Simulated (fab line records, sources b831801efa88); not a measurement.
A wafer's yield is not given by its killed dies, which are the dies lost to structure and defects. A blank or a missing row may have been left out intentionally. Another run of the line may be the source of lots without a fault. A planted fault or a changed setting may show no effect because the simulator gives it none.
Which of the tools did it? ; flow gf180mcu ; 13 lots, 39 wafers sampled, at 5 steps of a route of 602

WHAT THE GAUGES SHOWED, per wafer
GF_PSD_OVL_MEAS_08. Usual: PSD_OVL typically reads 0.3 nm, with standard deviation 1.3.
lot;measured;on;PSD_OVL (nm);flag
L692;day 14 14:03;overlay-01;-0.4 -0.5 -1.1;
L695;day 15 12:42;overlay-01;2.4 2.4 2.4;
L698;day 16 09:31;overlay-02;-1.6 -0.5 -0.7;
L699;day 16 14:43;overlay-02;0.8 -0.7 0.1;
L705;day 18 21:11;overlay-01;-1.4 -1.0 0.2;
L707;day 19 11:27;overlay-02;-2.2 -3.6 -2.5;
L709;day 20 05:47;overlay-02;2.6 -0.6 2.0;
L710;day 20 11:23;overlay-02;-1.5 -0.3 1.0;
L711;day 21 00:57;overlay-02;2.0 2.6 1.0;
L712;day 21 05:43;overlay-01;0.5 1.0 1.1;
L713;day 21 12:49;overlay-01;-0.8 -1.8 1.1;
L714;day 21 20:02;overlay-02;1.4 0.0 0.7;
L715;day 22 05:40;overlay-02;0.6 0.4 -1.2;

GF_SAB_OVL_MEAS_10. Usual: SAB_OVL typically reads 0.2 nm, with standard deviation 1.8.
lot;measured;on;SAB_OVL (nm);flag
L692;day 15 11:48;overlay-02;0.2 -1.7 -0.3;
L695;day 16 11:47;overlay-01;0.2 1.0 1.3;
L698;day 17 09:17;overlay-01;-1.3 -3.6 -2.0;
L699;day 17 14:02;overlay-01;0.2 1.0 2.6;
L705;day 19 22:26;overlay-01;-0.9 0.4 0.2;
L707;day 20 12:05;overlay-01;1.7 2.1 1.7;
L709;day 21 06:07;overlay-02;-0.9 -1.8 -4.0;
L710;day 21 11:56;overlay-01;0.1 -0.1 -0.4;
L711;day 22 01:29;overlay-02;-2.1 -3.0 -1.7;
L712;day 22 05:57;overlay-01;-1.8 -1.4 -1.7;
L713;day 22 12:56;overlay-02;1.0 1.6 0.1;
L714;day 22 19:50;overlay-01;1.8 2.0 0.5;
L715;day 23 05:50;overlay-01;-0.9 -1.4 0.9;

GF_CONTACT_THK_MEAS_01. Usual: CONTACT_CVD_00_THK typically reads 301.2 nm, with standard deviation 2.9.
lot;measured;on;CONTACT_CVD_00_THK (nm);flag
L692;day 15 12:46;film_metro-01;299.8 303.1 298.7;
L695;day 16 12:45;film_metro-03;299.7 296.9 297.0;
L698;day 17 10:14;film_metro-03;237.3 244.5 238.6;OFF
L699;day 17 15:01;film_metro-03;242.9 244.8 240.6;OFF
L705;day 19 23:24;film_metro-01;300.1 306.3 298.2;
L707;day 20 13:03;film_metro-01;300.3 302.2 301.4;
L709;day 21 07:04;film_metro-03;293.2 298.1 295.7;
L710;day 21 12:53;film_metro-03;302.9 301.9 300.6;
L711;day 22 02:25;film_metro-03;298.9 304.3 301.4;
L712;day 22 06:55;film_metro-04;301.2 304.2 300.4;
L713;day 22 13:54;film_metro-04;306.8 303.2 302.2;
L714;day 22 20:47;film_metro-01;299.0 296.4 299.4;
L715;day 23 06:47;film_metro-01;300.7 304.0 299.3;

EACH LOT AND THE TOOL THAT RAN IT (in order: tool; ch and the chambers of the sampled wafers; start)
lot;GF_SALICIDE_SPUTTER_02;GF_CONTACT_CVD_00
L692;pvd_sputter-02, day 15 12:10;hdpcvd-01 ch 0,2, day 15 12:42
L695;pvd_sputter-04, day 16 12:10;hdpcvd-01 ch 0,1,2, day 16 12:41
L698;pvd_sputter-04, day 17 09:39;hdpcvd-02 ch 0,1, day 17 10:11
L699;pvd_sputter-02, day 17 14:25;hdpcvd-02 ch 0,2, day 17 14:57
L705;pvd_sputter-01, day 19 22:49;hdpcvd-01 ch 1,2, day 19 23:21
L707;pvd_sputter-01, day 20 12:28;hdpcvd-02 ch 1,2, day 20 12:59
L709;pvd_sputter-01, day 21 06:29;hdpcvd-02 ch 1,2, day 21 07:01
L710;pvd_sputter-04, day 21 12:17;hdpcvd-01 ch 0,1,2, day 21 12:50
L711;pvd_sputter-02, day 22 01:50;hdpcvd-01 ch 0,1,2, day 22 02:22
L712;pvd_sputter-02, day 22 06:18;hdpcvd-02 ch 0,1,2, day 22 06:52
L713;pvd_sputter-04, day 22 13:20;hdpcvd-02 ch 0,2, day 22 13:51
L714;pvd_sputter-02, day 22 20:13;hdpcvd-02 ch 1,2, day 22 20:44
L715;pvd_sputter-02, day 23 06:13;hdpcvd-02 ch 0,2, day 23 06:44
- GF_SALICIDE_SPUTTER_02: material Co, target thk 10 nm, time 20 s.
- GF_CONTACT_CVD_00: deposits SiO2, target thk 300 nm, time 50 s.

AS READ BY THE TOOLS THEMSELVES (means over the sampled wafers that have a number; for cases with no such wafer, the mark the record gives instead)
GF_SALICIDE_SPUTTER_02. Usual: throttle_valve_pct 29.9 %, standard deviation 0.54.
lot;tool;throttle_valve_pct (%);flag
L692;pvd_sputter-02;30.0;
L695;pvd_sputter-04;30.2;
L698;pvd_sputter-04;30.4;
L699;pvd_sputter-02;29.9;
L705;pvd_sputter-01;30.0;
L707;pvd_sputter-01;29.7;
L709;pvd_sputter-01;30.0;
L710;pvd_sputter-04;29.9;
L711;pvd_sputter-02;29.7;
L712;pvd_sputter-02;30.0;
L713;pvd_sputter-04;30.2;
L714;pvd_sputter-02;29.7;
L715;pvd_sputter-02;29.9;

GF_CONTACT_CVD_00. Usual: sih4_flow_sccm 60.00 sccm, standard deviation 0.17.
lot;tool;sih4_flow_sccm (sccm);flag
L692;hdpcvd-01;59.94;
L695;hdpcvd-01;60.00;
L698;hdpcvd-02;48.21;OFF
L699;hdpcvd-02;48.08;OFF
L705;hdpcvd-01;60.08;
L707;hdpcvd-02;59.98;
L709;hdpcvd-02;59.79;
L710;hdpcvd-01;59.89;
L711;hdpcvd-01;59.95;
L712;hdpcvd-02;59.85;
L713;hdpcvd-02;59.85;
L714;hdpcvd-02;60.21;
L715;hdpcvd-02;60.03;

THE ANSWER, worked out from the rows above alone
Rule: a lot is off if the mean of its wafers that have a number lies more than 3 standard deviations from the usual mean. A lot without any number at a reading at which 4 lots or more have one is off too. Where the step has rows for the other lots, those lots are counted as sound. The gauges are gone through in route order, then the tools' own readings, and for those a lot's mean is taken as printed above. The first step at which some lot is off is used, and at that step the reading that is off furthest; a lot without a number counts as furthest.
Off: at GF_CONTACT_THK_MEAS_01 (CONTACT_CVD_00_THK), L698, L699.
A tool fits if, at a process step before that reading, it ran every lot that is off, and no sound lot after the first of them. Not tried: the gauges at GF_CONTACT_THK_MEAS_01; whatever is off there is also off at GF_CONTACT_CVD_00, on other tools, and gauge error can't account for it. Of those tried, none fits.

WHAT THE SIMULATOR HAD PUT IN
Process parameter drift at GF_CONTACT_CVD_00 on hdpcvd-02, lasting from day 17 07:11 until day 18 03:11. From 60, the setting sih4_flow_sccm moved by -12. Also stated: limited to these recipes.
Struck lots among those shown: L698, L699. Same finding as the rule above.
